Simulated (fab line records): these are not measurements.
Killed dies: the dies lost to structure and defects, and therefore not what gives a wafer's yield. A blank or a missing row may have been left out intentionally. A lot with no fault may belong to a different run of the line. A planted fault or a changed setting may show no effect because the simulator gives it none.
fab line records	flow gf180mcu	part 1 of 2: steps 1 to 26 of 36
record: lots: 5	wafers: 15	last-day: 34
route steps=602 shown M5@528 V5@540
lots with no fault: from the same line, run without faults
start-h: the number of hours between the record's first day and the start of the first shown wafer of the lot	wait-h: hours elapsed since this lot's preceding step	" identical to the entry in the row above	L1.1+2: a single row standing in for several wafers	- no value present, or no start provided	* or withheld: withheld	< > ~ a bound
route shown NAME@n: a module of which the file shows steps, and the number in the route of the first	usual: mean/standard deviation of fault-free wafers	same: alike in all rows	chamber/n: place in a boat	sites: readings site by site	_std_site: their standard deviation	_edge_site: mean of outer sites minus mean of inner sites	radius-mm: for every site, how far away it sits from the centre of the wafer	mask NAME#n: copy n	behind: the last tool/chamber to shape the wafer	hold: cause of the lot's hold/its duration in hours/its outcome	device: whichever transistor did not switch (one of n, p or np)	end of line: the tests these same wafers got at the end of their route	a step without rows: its recipe alone	killed: dies lost to structure and defects at the first sort, not the wafer's yield	map: shows each die of a wafer: x if killed, . if not, _ if none is there
set.NAME: the run value of the setting; set.NAME@STEP: its run value at that earlier step	model.NAME: the simulator's own value behind a step, which no gauge read
lots at some steps of the route; a table a step, a row a wafer
services: from which hour (start-h, from the record's first day; less than 0 if before it) a tool's chamber was out of use, for how many hours, and why
== steps ==
step: GF_M5_COAT_02
recipe: resist: KrF	spin-rpm: withheld	resist-thk-nm: 1000
usual: chill-plate-temp-C: 22.99/0.11
lot.wafer	tool	chamber	start-h	wait-h	chill-plate-temp-C
L077.2	litho-track-04	0	620.95	0.1	23.13
L077.3	"	0	"	"	23.05
L077.6	"	0	"	"	23.04
L081.1	litho-track-04	0	655.38	0.1	23.01
L081.2	"	0	"	"	23.03
L081.5	"	0	"	"	23.07
L086.3	litho-track-02	0	688.13	0.1	23.07
L086.5	"	0	"	"	23.14
L086.6	"	0	"	"	23.01
L091.2	litho-track-03	0	720.55	0.1	22.98
L091.5	"	0	"	"	23.03
L091.6	"	0	"	"	22.84
L096.1	litho-track-02	0	753.78	0.1	23.09
L096.3	"	0	"	"	22.89
L096.4	"	0	"	"	22.95
step: GF_M5_SOFTBAKE_03
recipe: temp-c: 130	time-s: 60	resist: KrF
usual: chill-plate-temp-C: 23.01/0.09
lot.wafer	tool	chamber	start-h	wait-h	chill-plate-temp-C
L077.2	litho-track-04	0	621.10	0.1	23.02
L077.3	"	0	"	"	22.82
L077.6	"	0	"	"	22.91
L081.1	litho-track-04	0	655.53	0.1	23.14
L081.2	"	0	"	"	22.95
L081.5	"	0	"	"	23.00
L086.3	litho-track-02	0	688.28	0.1	22.98
L086.5	"	0	"	"	22.95
L086.6	"	0	"	"	23.08
L091.2	litho-track-03	0	720.70	0.1	23.04
L091.5	"	0	"	"	23.06
L091.6	"	0	"	"	23.13
L096.1	litho-track-02	0	753.93	0.1	22.91
L096.3	"	0	"	"	22.94
L096.4	"	0	"	"	23.01
step: GF_M5_EXPOSE_04
recipe: mask-id: Metal5	target-cd-nm: 280	na: 0.68	source-shape: conventional	sigma-outer: 0.6	dose-mj: 28
usual: focus-offset-nm: 0.0/0.5
lot.wafer	tool	chamber	start-h	wait-h	mask	focus-offset-nm
L077.2	krf-scanner-02	0	-	-	Metal5#0	0.1
L077.3	"	0	"	"	Metal5#0	0.6
L077.6	"	0	"	"	Metal5#0	-0.3
L081.1	krf-scanner-02	0	-	-	Metal5#0	0.9
L081.2	"	0	"	"	Metal5#0	0.6
L081.5	"	0	"	"	Metal5#0	-0.1
L086.3	krf-scanner-02	0	-	-	Metal5#0	0.1
L086.5	"	0	"	"	Metal5#0	0.7
L086.6	"	0	"	"	Metal5#0	0.1
L091.2	krf-scanner-01	0	-	-	Metal5#0	0.3
L091.5	"	0	"	"	Metal5#0	0.2
L091.6	"	0	"	"	Metal5#0	0.5
L096.1	krf-scanner-02	0	-	-	Metal5#0	-0.1
L096.3	"	0	"	"	Metal5#0	0.0
L096.4	"	0	"	"	Metal5#0	-0.5
step: GF_M5_PEB_05
recipe: peb-temp-c: 135	peb-time-s: 90	resist: KrF
usual: chill-plate-temp-C: 22.97/0.1
same: peb-time-s: 90
lot.wafer	tool	chamber	start-h	wait-h	chill-plate-temp-C
L077.2	litho-track-04	0	-	-	22.76
L077.3	"	0	"	"	22.73
L077.6	"	0	"	"	22.92
L081.1	litho-track-02	0	-	-	22.99
L081.2	"	0	"	"	22.95
L081.5	"	0	"	"	22.91
L086.3	litho-track-03	0	-	-	23.01
L086.5	"	0	"	"	22.93
L086.6	"	0	"	"	22.99
L091.2	litho-track-03	0	-	-	23.02
L091.5	"	0	"	"	22.79
L091.6	"	0	"	"	22.91
L096.1	litho-track-03	0	-	-	23.23
L096.3	"	0	"	"	23.05
L096.4	"	0	"	"	22.95
step: GF_M5_DEVELOP_06
recipe: develop-time-s: 60	dev-temp-c: 21
usual: chill-plate-temp-C: 22.99/0.1
lot.wafer	tool	chamber	start-h	wait-h	chill-plate-temp-C
L077.2	litho-track-04	0	631.15	0.2	22.96
L077.3	"	0	"	"	23.00
L077.6	"	0	"	"	22.98
L081.1	litho-track-02	0	664.48	0.2	22.94
L081.2	"	0	"	"	22.83
L081.5	"	0	"	"	22.82
L086.3	litho-track-03	0	697.43	0.1	23.02
L086.5	"	0	"	"	22.92
L086.6	"	0	"	"	23.00
L091.2	litho-track-03	0	729.25	0.2	23.01
L091.5	"	0	"	"	22.92
L091.6	"	0	"	"	22.91
L096.1	litho-track-03	0	762.18	0.2	23.01
L096.3	"	0	"	"	23.06
L096.4	"	0	"	"	23.06
step: GF_M5_CD_MEAS_07
recipe: target-cd-nm: 280
usual: cd-nm: 280.2/1.1
lot.wafer	tool	chamber	start-h	wait-h	cd-nm
L077.2	cd-sem-02	-	631.30	0.1	281.2
L077.3	"	-	"	"	281.3
L077.6	"	-	"	"	282.7
L081.1	cd-sem-01	-	664.63	0.1	281.0
L081.2	"	-	"	"	280.0
L081.5	"	-	"	"	279.8
L086.3	cd-sem-01	-	697.57	0.1	280.3
L086.5	"	-	"	"	280.2
L086.6	"	-	"	"	279.5
L091.2	cd-sem-02	-	729.40	0.1	281.4
L091.5	"	-	"	"	280.6
L091.6	"	-	"	"	278.9
L096.1	cd-sem-02	-	762.33	0.1	280.1
L096.3	"	-	"	"	279.2
L096.4	"	-	"	"	280.2
step: GF_M5_OVL_MEAS_08
usual: M5_OVL: 0/4
lot.wafer	tool	chamber	start-h	wait-h	M5_OVL[nm]
L077.2	overlay-01	-	631.41	0.1	4
L077.3	"	-	"	"	-3
L077.6	"	-	"	"	1
L081.1	overlay-02	-	664.75	0.1	-3
L081.2	"	-	"	"	5
L081.5	"	-	"	"	2
L086.3	overlay-01	-	697.66	0.1	-1
L086.5	"	-	"	"	-4
L086.6	"	-	"	"	7
L091.2	overlay-01	-	729.51	0.1	-3
L091.5	"	-	"	"	-5
L091.6	"	-	"	"	-3
L096.1	overlay-01	-	762.45	0.1	3
L096.3	"	-	"	"	-2
L096.4	"	-	"	"	1
step: GF_M5_ETCH_09
recipe: chemistry: CF4/O2	target: Si3N4	target-depth-nm: 52	source-w: 800	bias-w: 150	pressure-mtorr: 150	cf4-flow-sccm: 80	O2_flow_sccm: 10	time-s: 11.6
usual: drypump-motor-current-A: 5.8/0.52	oes-product-au: 0.998/0.0068	throttle-valve-pct: 5.969/0.0086
lot.wafer	tool	chamber	start-h	wait-h	drypump-motor-current-A	oes-product-au	rf-hours-counter-h	throttle-valve-pct
L077.2	rie-diel-02	0	631.44	0.0	5.7	0.983	13	5.989
L077.3	"	3	"	"	4.9	0.994	22	5.969
L077.6	"	1	"	"	5.9	0.994	-	5.974
L081.1	rie-diel-03	3	664.79	0.0	6.1	0.994	31	5.958
L081.2	"	0	"	"	6.2	1.005	61	5.968
L081.5	"	3	"	"	6.1	1.005	-	5.957
L086.3	rie-diel-02	1	697.69	0.0	5.9	0.988	14	5.962
L086.5	"	0	"	"	5.7	1.008	-	5.964
L086.6	"	3	"	"	4.9	0.990	-	5.968
L091.2	rie-diel-04	0	729.54	0.0	5.1	0.992	1	5.974
L091.5	"	2	"	"	6.6	0.993	-	5.967
L091.6	"	3	"	"	6.1	1.002	-	5.968
L096.1	rie-diel-03	0	762.48	0.0	6.2	0.997	1	5.964
L096.3	"	3	"	"	6.1	0.989	35	5.977
L096.4	"	1	"	"	5.2	0.998	9	5.969
step: GF_M5_METAL_ETCH_10
recipe: chemistry: Cl2/BCl3	mask-material: KrF	target-depth-nm: 750.8	stop-on: SiO2	pressure-mtorr: 8	icp-w: 800	bias-w: 140	Cl2_flow_sccm: 80	bcl3-flow-sccm: 40	time-s: 125.1
usual: drypump-motor-current-A: 5.6/0.32	oes-product-au: 0.991/0.0053	throttle-valve-pct: 28.229/0.0093
lot.wafer	tool	chamber	start-h	wait-h	drypump-motor-current-A	oes-product-au	rf-hours-counter-h	throttle-valve-pct
L077.2	rie-metal-04	0	631.46	0.0	6.1	0.986	4	28.236
L077.3	"	0	"	"	6.1	1.002	-	28.246
L077.6	"	1	"	"	5.6	0.992	-	28.243
L081.1	rie-metal-02	1	664.81	0.0	5.9	0.987	1	28.226
L081.2	"	0	"	"	5.3	0.982	14	28.227
L081.5	"	0	"	"	5.3	0.992	-	28.228
L086.3	rie-metal-03	0	697.75	0.1	5.8	0.995	-	28.225
L086.5	"	1	"	"	5.1	0.989	-	28.233
L086.6	"	0	"	"	5.8	0.994	-	28.221
L091.2	rie-metal-04	1	729.56	0.0	5.6	0.989	3	28.233
L091.5	"	0	"	"	6.1	0.993	-	28.237
L091.6	"	1	"	"	5.6	0.995	-	28.234
L096.1	rie-metal-03	1	762.51	0.0	5.1	0.985	11	28.225
L096.3	"	0	"	"	5.8	1.000	-	28.222
L096.4	"	1	"	"	5.1	0.992	-	28.239
step: GF_M5_STRIP_11
recipe: chemistry: O2/N2	power-w: 1400	pressure-mtorr: 1500	platen-temp-c: 250	o2-flow-sccm: 3000	n2-flow-sccm: 300	overash-fraction: 0.5
usual: drypump-motor-current-A: 6.0/0.48	heater-power-w: 321/7.7	oes-product-au: 0.523/0.0054	strip-time-to-endpoint-s: 7.04/0.036
lot.wafer	tool	chamber	start-h	wait-h	drypump-motor-current-A	heater-power-w	oes-product-au	rf-hours-counter-h	strip-time-to-endpoint-s
L077.2	plasma-asher-04	0	631.59	0.1	5.8	323	0.520	20	7.07
L077.3	"	1	"	"	5.9	319	0.530	-	7.01
L077.6	"	1	"	"	5.9	313	0.528	-	7.10
L081.1	plasma-asher-02	1	664.94	0.1	6.4	323	0.517	94	7.08
L081.2	"	0	"	"	5.7	316	0.511	94	7.10
L081.5	"	0	"	"	5.7	307	0.523	-	7.09
L086.3	plasma-asher-01	0	697.87	0.1	6.7	324	0.520	-	6.98
L086.5	"	0	"	"	6.7	325	0.525	-	7.06
L086.6	"	1	"	"	5.2	316	0.518	-	6.98
L091.2	plasma-asher-02	0	729.69	0.1	5.8	304	0.513	99	7.02
L091.5	"	0	"	"	5.8	310	0.511	-	7.07
L091.6	"	1	"	"	6.5	323	0.523	-	7.00
L096.1	plasma-asher-01	1	762.64	0.1	5.3	319	0.528	63	7.09
L096.3	"	1	"	"	5.3	322	0.524	-	7.05
L096.4	"	0	"	"	6.7	321	0.521	-	7.10
step: GF_M5_STRIP_12
recipe: chemistry: post-etch-residue-remover	time-s: 1200	temp-c: 72.5
lot.wafer	tool	chamber	start-h	wait-h
L077.2+3+6	wet-bench-03	0	631.69	0.1
L081.1+2+5	wet-bench-02	3	665.04	0.1
L086.3+5+6	wet-bench-04	2	697.94	0.0
L091.2+5+6	wet-bench-04	3	729.79	0.1
L096.1+3+4	wet-bench-04	0	762.74	0.1
step: GF_M5_CLEAN_13
recipe: chemistry: DIW	dry: n2-spin
lot.wafer	tool	chamber	start-h	wait-h
L077.2+3+6	wet-bench-02	3	632.03	0.0
L081.1+2+5	wet-bench-04	1	665.38	0.0
L086.3+5+6	wet-bench-02	3	698.31	0.0
L091.2+5+6	wet-bench-03	0	730.13	0.0
L096.1+3+4	wet-bench-03	3	763.36	0.3
step: GF_V5_CVD_00
recipe: material: SiO2	target-thk-nm: 300	sigma-open-frac: 0.3	temp-c: 400	time-s: 50	sih4-flow-sccm: 60	pressure-mtorr: 6
lot.wafer	tool	chamber	start-h	wait-h
L077.2+3+6	hdpcvd-01	2,1,2	632.13	0.0
L081.1+2+5	hdpcvd-02	0,1,1	665.57	0.0
L086.3+5+6	hdpcvd-02	2,0,1	698.40	0.0
L091.2+5+6	hdpcvd-01	2,1,0	730.22	0.0
L096.1+3+4	hdpcvd-01	2,1,0	763.45	0.0
step: GF_V5_THK_MEAS_01
recipe: reads: SiO2_of_V5_CVD_00
usual: V5_CVD_00_THK: 299.7/2.9
lot.wafer	tool	chamber	start-h	wait-h	V5_CVD_00_THK[nm]
L077.2	film-metro-04	-	632.18	0.0	300.7
L077.3	"	-	"	"	298.6
L077.6	"	-	"	"	299.2
L081.1	film-metro-03	-	665.61	0.0	297.9
L081.2	"	-	"	"	297.9
L081.5	"	-	"	"	295.3
L086.3	film-metro-04	-	698.47	0.0	298.8
L086.5	"	-	"	"	300.6
L086.6	"	-	"	"	299.4
L091.2	film-metro-04	-	730.28	0.0	303.2
L091.5	"	-	"	"	299.4
L091.6	"	-	"	"	301.3
L096.1	film-metro-02	-	763.49	0.0	296.4
L096.3	"	-	"	"	295.1
L096.4	"	-	"	"	297.3
step: GF_V5_CVD_02
recipe: material: SiO2	target-thk-nm: 1450	precursor: TEOS	temp-c: 400	time-s: 163.28	rf-w: 600
usual: heater-power-w: 633/110
lot.wafer	tool	chamber	start-h	wait-h	heater-power-w
L077.2	pecvd-01	1	632.23	0.0	736
L077.3	"	2	"	"	718
L077.6	"	2	"	"	606
L081.1	pecvd-03	2	665.67	0.1	628
L081.2	"	0	"	"	559
L081.5	"	0	"	"	620
L086.3	pecvd-03	0	698.51	0.0	645
L086.5	"	1	"	"	635
L086.6	"	0	"	"	503
L091.2	pecvd-01	0	730.33	0.0	511
L091.5	"	1	"	"	826
L091.6	"	0	"	"	424
L096.1	pecvd-02	1	763.55	0.1	611
L096.3	"	0	"	"	447
L096.4	"	2	"	"	797
step: GF_V5_THK_MEAS_03
recipe: reads: SiO2_of_V5_CVD_02
usual: V5_CVD_02_THK: 1449/18
lot.wafer	tool	chamber	start-h	wait-h	V5_CVD_02_THK[nm]
L077.2	film-metro-04	-	632.35	0.1	1434
L077.3	"	-	"	"	1461
L077.6	"	-	"	"	1472
L081.1	film-metro-04	-	665.78	0.1	1426
L081.2	"	-	"	"	1427
L081.5	"	-	"	"	1452
L086.3	film-metro-04	-	698.63	0.1	1434
L086.5	"	-	"	"	1451
L086.6	"	-	"	"	1454
L091.2	film-metro-04	-	730.44	0.1	1457
L091.5	"	-	"	"	1461
L091.6	"	-	"	"	1458
L096.1	film-metro-04	-	763.66	0.1	1454
L096.3	"	-	"	"	1468
L096.4	"	-	"	"	1481
step: GF_V5_CMP_04
recipe: material: SiO2	down-force-psi: 4	platen-rpm: 60	pad-velocity-m-s: 0.94248
usual: motor-current-A: 11.4/1.2	slurry-filter-dp-kPa: 13.50/0.14
lot.wafer	tool	chamber	start-h	wait-h	motor-current-A	slurry-filter-dp-kPa
L077.2	cmp-01	3	632.45	0.1	9.6	13.71
L077.3	"	0	"	"	12.6	13.53
L077.6	"	2	"	"	13.0	13.45
L081.2	cmp-02	3	666.08	0.3	10.8	13.46
L081.1	"	0	"	"	11.4	13.26
L081.5	"	0	"	"	12.4	13.97
L086.3	cmp-02	0	698.89	0.2	11.7	13.66
L086.5	"	0	"	"	11.9	13.57
L086.6	"	1	"	"	11.5	13.67
L091.2	cmp-02	0	730.49	0.0	12.0	13.82
L091.5	"	0	"	"	11.9	13.39
L091.6	"	1	"	"	11.6	13.39
L096.1	cmp-01	0	763.72	0.1	12.2	13.55
L096.3	"	1	"	"	12.1	13.72
L096.4	"	3	"	"	9.7	13.42
step: GF_V5_BOW_MEAS_05
recipe: mode: bow
usual: V5_BOW: 132/11
lot.wafer	tool	chamber	start-h	wait-h	V5_BOW[um]
L077.2	film-metro-04	-	632.72	0.2	130
L077.3	"	-	"	"	120
L077.6	"	-	"	"	126
L081.1	film-metro-02	-	666.38	0.2	107
L081.2	"	-	"	"	120
L081.5	"	-	"	"	124
L086.3	film-metro-04	-	699.23	0.3	136
L086.5	"	-	"	"	136
L086.6	"	-	"	"	123
L091.2	film-metro-02	-	730.81	0.3	113
L091.5	"	-	"	"	132
L091.6	"	-	"	"	124
L096.1	film-metro-02	-	764.02	0.2	134
L096.3	"	-	"	"	144
L096.4	"	-	"	"	131
step: GF_V5_DEHYDRATE_06
recipe: temp-c: 200	time-s: 60
usual: chill-plate-temp-C: 23.01/0.1
lot.wafer	tool	chamber	start-h	wait-h	chill-plate-temp-C
L077.2	litho-track-03	0	641.71	9.0	22.95
L077.3	"	0	"	"	23.01
L077.6	"	0	"	"	23.07
L081.1	litho-track-03	0	675.28	8.9	23.00
L081.2	"	0	"	"	23.05
L081.5	"	0	"	"	22.94
L086.3	litho-track-01	0	707.39	8.1	22.99
L086.5	"	0	"	"	22.99
L086.6	"	0	"	"	22.95
L091.2	litho-track-03	0	739.30	8.5	22.88
L091.5	"	0	"	"	23.09
L091.6	"	0	"	"	22.91
L096.1	litho-track-01	0	771.09	7.0	23.10
L096.3	"	0	"	"	23.05
L096.4	"	0	"	"	22.94
step: GF_V5_HMDS_07
recipe: prime-time-s: 60	prime-temp-c: 120
usual: chill-plate-temp-C: 23.00/0.11
lot.wafer	tool	chamber	start-h	wait-h	chill-plate-temp-C
L077.2	litho-track-03	0	641.86	0.1	23.10
L077.3	"	0	"	"	22.81
L077.6	"	0	"	"	22.96
L081.1	litho-track-03	0	675.43	0.1	22.99
L081.2	"	0	"	"	22.78
L081.5	"	0	"	"	22.77
L086.3	litho-track-01	0	707.54	0.1	22.77
L086.5	"	0	"	"	22.93
L086.6	"	0	"	"	22.93
L091.2	litho-track-03	0	739.45	0.1	22.91
L091.5	"	0	"	"	23.06
L091.6	"	0	"	"	22.96
L096.1	litho-track-01	0	771.24	0.1	23.03
L096.3	"	0	"	"	22.93
L096.4	"	0	"	"	22.92
step: GF_V5_COAT_08
recipe: resist: BARC	temp-c: withheld	time-s: withheld	spin-rpm: withheld	resist-thk-nm: withheld
usual: chill-plate-temp-C: *
lot.wafer	tool	chamber	start-h	wait-h	chill-plate-temp-C
L077.2	litho-track-03	0	642.01	0.1	*
L077.3	"	0	"	"	*
L077.6	"	0	"	"	*
L081.1	litho-track-03	0	675.58	0.1	*
L081.2	"	0	"	"	*
L081.5	"	0	"	"	*
L086.3	litho-track-01	0	707.69	0.1	*
L086.5	"	0	"	"	*
L086.6	"	0	"	"	*
L091.2	litho-track-03	0	739.60	0.1	*
L091.5	"	0	"	"	*
L091.6	"	0	"	"	*
L096.1	litho-track-01	0	771.39	0.1	*
L096.3	"	0	"	"	*
L096.4	"	0	"	"	*
step: GF_V5_COAT_09
recipe: resist: KrF	spin-rpm: withheld	resist-thk-nm: 1000
usual: chill-plate-temp-C: 22.99/0.11
lot.wafer	tool	chamber	start-h	wait-h	chill-plate-temp-C
L077.2	litho-track-03	0	-	-	22.90
L077.3	"	0	"	"	22.99
L077.6	"	0	"	"	22.96
L081.1	litho-track-03	0	-	-	22.99
L081.2	"	0	"	"	22.90
L081.5	"	0	"	"	22.95
L086.3	litho-track-01	0	-	-	22.98
L086.5	"	0	"	"	23.02
L086.6	"	0	"	"	23.04
L091.2	litho-track-03	0	-	-	22.99
L091.5	"	0	"	"	22.95
L091.6	"	0	"	"	23.17
L096.1	litho-track-01	0	-	-	22.95
L096.3	"	0	"	"	22.93
L096.4	"	0	"	"	22.94
step: GF_V5_SOFTBAKE_10
recipe: temp-c: 130	time-s: 60	resist: KrF
usual: chill-plate-temp-C: 23.01/0.12
lot.wafer	tool	chamber	start-h	wait-h	chill-plate-temp-C
L077.2	litho-track-03	0	-	-	22.77
L077.3	"	0	"	"	22.92
L077.6	"	0	"	"	23.03
L081.1	litho-track-03	0	-	-	23.27
L081.2	"	0	"	"	23.07
L081.5	"	0	"	"	23.07
L086.3	litho-track-01	0	-	-	23.12
L086.5	"	0	"	"	23.09
L086.6	"	0	"	"	23.16
L091.2	litho-track-03	0	-	-	23.00
L091.5	"	0	"	"	22.98
L091.6	"	0	"	"	22.84
L096.1	litho-track-01	0	-	-	23.00
L096.3	"	0	"	"	22.84
L096.4	"	0	"	"	23.08
step: GF_V5_EXPOSE_11
recipe: mask-id: Via5	target-cd-nm: 260	na: 0.68	source-shape: conventional	sigma-outer: 0.6	dose-mj: 38
usual: focus-offset-nm: 0.0/0.52
lot.wafer	tool	chamber	start-h	wait-h	mask	focus-offset-nm
L077.2	krf-scanner-01	0	-	-	Via5#0	-0.6
L077.3	"	0	"	"	Via5#0	-0.1
L077.6	"	0	"	"	Via5#0	0.4
L081.1	krf-scanner-01	0	-	-	Via5#0	-0.3
L081.2	"	0	"	"	Via5#0	0.1
L081.5	"	0	"	"	Via5#0	-0.4
L086.3	krf-scanner-01	0	-	-	Via5#0	-0.6
L086.5	"	0	"	"	Via5#0	-0.2
L086.6	"	0	"	"	Via5#0	-1.3
L091.2	krf-scanner-02	0	-	-	Via5#0	-0.1
L091.5	"	0	"	"	Via5#0	-0.1
L091.6	"	0	"	"	Via5#0	-0.2
L096.1	krf-scanner-02	0	-	-	Via5#0	-0.2
L096.3	"	0	"	"	Via5#0	-0.9
L096.4	"	0	"	"	Via5#0	-0.6
step: GF_V5_PEB_12
recipe: peb-temp-c: 135	peb-time-s: 90	resist: KrF
usual: chill-plate-temp-C: 23.01/0.11
same: peb-time-s: 90
lot.wafer	tool	chamber	start-h	wait-h	chill-plate-temp-C
L077.2	litho-track-01	0	-	-	23.09
L077.3	"	0	"	"	23.06
L077.6	"	0	"	"	23.20
L081.1	litho-track-04	0	-	-	22.93
L081.2	"	0	"	"	23.04
L081.5	"	0	"	"	23.02
L086.3	litho-track-03	0	-	-	22.89
L086.5	"	0	"	"	22.88
L086.6	"	0	"	"	22.91
L091.2	litho-track-01	0	-	-	22.89
L091.5	"	0	"	"	22.91
L091.6	"	0	"	"	23.07
L096.1	litho-track-01	0	-	-	23.09
L096.3	"	0	"	"	23.06
L096.4	"	0	"	"	23.07
step: GF_V5_DEVELOP_13
recipe: develop-time-s: 60	resist: KrF	dev-temp-c: 21
usual: chill-plate-temp-C: 23.01/0.094
lot.wafer	tool	chamber	start-h	wait-h	chill-plate-temp-C
L077.2	litho-track-01	0	651.91	0.2	23.06
L077.3	"	0	"	"	23.11
L077.6	"	0	"	"	22.95
L081.1	litho-track-04	0	685.28	0.2	23.00
L081.2	"	0	"	"	22.94
L081.5	"	0	"	"	22.97
L086.3	litho-track-03	0	716.63	0.1	23.13
L086.5	"	0	"	"	23.08
L086.6	"	0	"	"	22.90
L091.2	litho-track-01	0	748.01	0.2	23.09
L091.5	"	0	"	"	23.11
L091.6	"	0	"	"	23.04
L096.1	litho-track-01	0	779.34	0.2	23.09
L096.3	"	0	"	"	23.06
L096.4	"	0	"	"	23.02
